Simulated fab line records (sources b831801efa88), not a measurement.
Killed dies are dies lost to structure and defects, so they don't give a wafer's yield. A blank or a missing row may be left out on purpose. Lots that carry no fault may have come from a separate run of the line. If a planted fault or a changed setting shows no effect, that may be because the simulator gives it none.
Which tool is to blame? / flow sky130 / 10 lots, 30 wafers sampled, at 3 steps of a route of 708

WHAT THE GAUGES SHOWED, per wafer
SKY_METAL2_THK_MEAS_06: measures by xrf. Usual: METAL2_ALCU_THK gives 250.6 nm (standard deviation 2.7).
lot=L405; measured=day 34 01:00; on=film_metro-04; METAL2_ALCU_THK (nm)=250.7 250.7 251.5; flag=
lot=L406; measured=day 34 20:20; on=film_metro-03; METAL2_ALCU_THK (nm)=247.8 248.6 252.9; flag=
lot=L409; measured=day 36 11:53; on=film_metro-04; METAL2_ALCU_THK (nm)=255.1 246.6 247.9; flag=
lot=L410; measured=day 36 16:20; on=film_metro-02; METAL2_ALCU_THK (nm)=250.9 250.7 249.3; flag=
lot=L413; measured=day 37 00:41; on=film_metro-03; METAL2_ALCU_THK (nm)=253.0 254.0 255.4; flag=
lot=L412; measured=day 37 06:07; on=film_metro-03; METAL2_ALCU_THK (nm)=246.7 251.9 247.6; flag=
lot=L414; measured=day 37 10:27; on=film_metro-04; METAL2_ALCU_THK (nm)=251.3 247.6 252.0; flag=
lot=L416; measured=day 37 21:17; on=film_metro-02; METAL2_ALCU_THK (nm)=250.6 249.0 247.2; flag=
lot=L417; measured=day 38 05:14; on=film_metro-02; METAL2_ALCU_THK (nm)=248.9 247.9 252.5; flag=
lot=L426; measured=day 40 22:54; on=film_metro-03; METAL2_ALCU_THK (nm)=245.7 250.0 249.5; flag=

WHAT TOOL EACH LOT RAN ON (gives the tool, then ch and the chambers of the sampled wafers, and finally the start)
lot=L405; SKY_LDD_HVP_STRIP_09=plasma_asher-02 ch 0,1, day 21 13:28; SKY_SD_N_RTA_14=rtp_anneal-01 ch 0, day 27 20:09
lot=L406; SKY_LDD_HVP_STRIP_09=plasma_asher-04 ch 0,1, day 22 11:49; SKY_SD_N_RTA_14=rtp_anneal-02 ch 0, day 28 17:50
lot=L409; SKY_LDD_HVP_STRIP_09=plasma_asher-02 ch 0,1, day 24 07:35; SKY_SD_N_RTA_14=rtp_anneal-01 ch 0, day 30 10:36
lot=L410; SKY_LDD_HVP_STRIP_09=plasma_asher-04 ch 0,1, day 24 10:37; SKY_SD_N_RTA_14=rtp_anneal-01 ch 0, day 30 15:07
lot=L413; SKY_LDD_HVP_STRIP_09=plasma_asher-04 ch 0,1, day 25 00:04; SKY_SD_N_RTA_14=rtp_anneal-02 ch 0, day 31 02:20
lot=L412; SKY_LDD_HVP_STRIP_09=plasma_asher-02 ch 0,1, day 25 05:38; SKY_SD_N_RTA_14=rtp_anneal-01 ch 0, day 31 06:39
lot=L414; SKY_LDD_HVP_STRIP_09=plasma_asher-04 ch 0,1, day 25 08:07; SKY_SD_N_RTA_14=rtp_anneal-01 ch 0, day 31 09:19
lot=L416; SKY_LDD_HVP_STRIP_09=plasma_asher-03 ch 0,1, day 25 18:53; SKY_SD_N_RTA_14=rtp_anneal-02 ch 0, day 31 21:54
lot=L417; SKY_LDD_HVP_STRIP_09=plasma_asher-04 ch 0,1, day 26 05:38; SKY_SD_N_RTA_14=rtp_anneal-01 ch 0, day 32 06:58
lot=L426; SKY_LDD_HVP_STRIP_09=plasma_asher-02 ch 0,1, day 29 09:55; SKY_SD_N_RTA_14=rtp_anneal-02 ch 0, day 35 06:05
- SKY_LDD_HVP_STRIP_09: strips in O2/N2.
- SKY_SD_N_RTA_14: time 2 s.

WHAT THE TOOLS THEMSELVES READ (means of the sampled wafers that have a number; where no wafer has one, the mark that the record gives instead)
SKY_LDD_HVP_STRIP_09. Usual: chamber_pressure_mTorr 1499.9 mTorr, standard deviation 1.2; drypump_motor_current_A 5.4 A, standard deviation 0.32; oes_product_au 0.409 a.u., standard deviation 0.0049; strip_time_to_endpoint_s 4.136 s, standard deviation 0.015.
lot=L405; tool=plasma_asher-02; chamber_pressure_mTorr (mTorr)=1499.2; drypump_motor_current_A (A)=5.3; oes_product_au (a.u.)=0.412; strip_time_to_endpoint_s (s)=4.154; flag=
lot=L406; tool=plasma_asher-04; chamber_pressure_mTorr (mTorr)=1500.0; drypump_motor_current_A (A)=5.6; oes_product_au (a.u.)=0.404; strip_time_to_endpoint_s (s)=4.117; flag=
lot=L409; tool=plasma_asher-02; chamber_pressure_mTorr (mTorr)=1500.5; drypump_motor_current_A (A)=5.5; oes_product_au (a.u.)=0.409; strip_time_to_endpoint_s (s)=4.126; flag=
lot=L410; tool=plasma_asher-04; chamber_pressure_mTorr (mTorr)=1500.6; drypump_motor_current_A (A)=5.6; oes_product_au (a.u.)=0.405; strip_time_to_endpoint_s (s)=4.127; flag=
lot=L413; tool=plasma_asher-04; chamber_pressure_mTorr (mTorr)=1500.2; drypump_motor_current_A (A)=5.6; oes_product_au (a.u.)=0.407; strip_time_to_endpoint_s (s)=4.105; flag=
lot=L412; tool=plasma_asher-02; chamber_pressure_mTorr (mTorr)=1500.5; drypump_motor_current_A (A)=5.3; oes_product_au (a.u.)=0.409; strip_time_to_endpoint_s (s)=4.148; flag=
lot=L414; tool=plasma_asher-04; chamber_pressure_mTorr (mTorr)=1500.0; drypump_motor_current_A (A)=5.3; oes_product_au (a.u.)=0.405; strip_time_to_endpoint_s (s)=4.135; flag=
lot=L416; tool=plasma_asher-03; chamber_pressure_mTorr (mTorr)=1500.2; drypump_motor_current_A (A)=5.3; oes_product_au (a.u.)=0.410; strip_time_to_endpoint_s (s)=4.134; flag=
lot=L417; tool=plasma_asher-04; chamber_pressure_mTorr (mTorr)=1500.4; drypump_motor_current_A (A)=5.6; oes_product_au (a.u.)=0.405; strip_time_to_endpoint_s (s)=4.144; flag=
lot=L426; tool=plasma_asher-02; chamber_pressure_mTorr (mTorr)=1499.4; drypump_motor_current_A (A)=5.2; oes_product_au (a.u.)=0.409; strip_time_to_endpoint_s (s)=4.146; flag=

SKY_SD_N_RTA_14. Usual: lamp_power_pct 15.74 %, standard deviation 0.057; ramp_down_c_per_s 90.003, standard deviation 0.016; wafer_temp_C_max 1078.1, standard deviation 1.4.
lot=L405; tool=rtp_anneal-01; lamp_power_pct (%)=15.79; ramp_down_c_per_s=90.028; wafer_temp_C_max=1078.7; flag=
lot=L406; tool=rtp_anneal-02; lamp_power_pct (%)=15.74; ramp_down_c_per_s=90.001; wafer_temp_C_max=1078.1; flag=
lot=L409; tool=rtp_anneal-01; lamp_power_pct (%)=15.75; ramp_down_c_per_s=90.011; wafer_temp_C_max=1078.2; flag=
lot=L410; tool=rtp_anneal-01; lamp_power_pct (%)=15.70; ramp_down_c_per_s=90.006; wafer_temp_C_max=1076.4; flag=
lot=L413; tool=rtp_anneal-02; lamp_power_pct (%)=15.82; ramp_down_c_per_s=90.007; wafer_temp_C_max=1078.2; flag=
lot=L412; tool=rtp_anneal-01; lamp_power_pct (%)=15.72; ramp_down_c_per_s=89.992; wafer_temp_C_max=1077.0; flag=
lot=L414; tool=rtp_anneal-01; lamp_power_pct (%)=15.72; ramp_down_c_per_s=89.980; wafer_temp_C_max=1078.6; flag=
lot=L416; tool=rtp_anneal-02; lamp_power_pct (%)=15.71; ramp_down_c_per_s=89.994; wafer_temp_C_max=1079.5; flag=
lot=L417; tool=rtp_anneal-01; lamp_power_pct (%)=15.78; ramp_down_c_per_s=90.009; wafer_temp_C_max=1077.2; flag=
lot=L426; tool=rtp_anneal-02; lamp_power_pct (%)=15.71; ramp_down_c_per_s=90.005; wafer_temp_C_max=1078.0; flag=

THE ANSWER, worked out from the rows above alone
Rule: lot off if the mean of its wafers having a number is beyond 3 standard deviations from the usual mean. Also off: a lot with no number at a reading for which 4 or more lots have one. Any other lot the step has rows for is counted as sound. The gauges are gone through in route order, then the tools' own readings, and for those a lot's mean is taken as printed above. The first step at which some lot is off is used, and at that step the reading that is off furthest; a lot without a number counts as furthest.
No lot is off on any of the readings shown, so nothing can be concluded from this.

WHAT THE SIMULATOR PUT IN
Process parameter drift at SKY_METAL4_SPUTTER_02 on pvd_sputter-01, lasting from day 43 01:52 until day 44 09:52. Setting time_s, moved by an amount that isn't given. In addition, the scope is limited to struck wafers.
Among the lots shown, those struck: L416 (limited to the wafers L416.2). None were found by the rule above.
